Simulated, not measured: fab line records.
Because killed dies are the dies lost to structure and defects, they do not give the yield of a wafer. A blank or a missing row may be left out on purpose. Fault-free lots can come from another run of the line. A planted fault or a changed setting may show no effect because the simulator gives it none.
Matching of chambers + flow gf180mcu + GF_V2_ETCH_16 on rieDiel-03 has 4 sister chambers
The step etches BARC in N2/H2. 4 wafers are shown with their chamber, then 7 later ones without.

== WAFERS PAIRED WITH THEIR CHAMBERS ==
| wafer  | chamber | drypumpMotorCurrentA (A) |
|--------|---------|--------------------------|
| L079.4 | 0       | 6.3                      |
| L079.5 | 3       | 6.1                      |
| L087.1 | 2       | 6.6                      |
| L087.4 | 1       | 5.8                      |

== WAFERS WITHOUT THEIR CHAMBER ==
| wafer  | drypumpMotorCurrentA (A) |
|--------|--------------------------|
| L087.5 | 6.6                      |
| L092.1 | 6.0                      |
| L092.2 | 6.3                      |
| L092.5 | 5.8                      |
| L095.1 | 6.6                      |
| L095.3 | 5.8                      |
| L095.4 | 6.1                      |

== WHICH CHAMBER EACH WENT THROUGH ==
| wafer  | from the rows above | in truth |
|--------|---------------------|----------|
| L087.5 | 2                   | 2        |
| L092.1 | 3                   | 3        |
| L092.2 | 0                   | 0        |
| L092.5 | 1                   | 1        |
| L095.1 | 2                   | 2        |
| L095.3 | 1                   | 1        |
| L095.4 | 3                   | 3        |
7 of 7 placed correctly. From these rows, 0 cannot be placed. Number placed wrongly: 0.
How it was worked out, from the rows above alone: a wafer's distance from a chamber is the root of the sum, over the readings, of the square of ((its reading less the chamber's mean) divided by the reading's scatter). If the next closest chamber is less than 2 further off than the closest, the wafer can't be placed; otherwise it belongs to the closest. For every chamber, the mean is computed from those of its wafers that are shown. The scatter: root of mean squared gap, hidden wafer to nearest shown wafer, with one shown wafer a chamber.
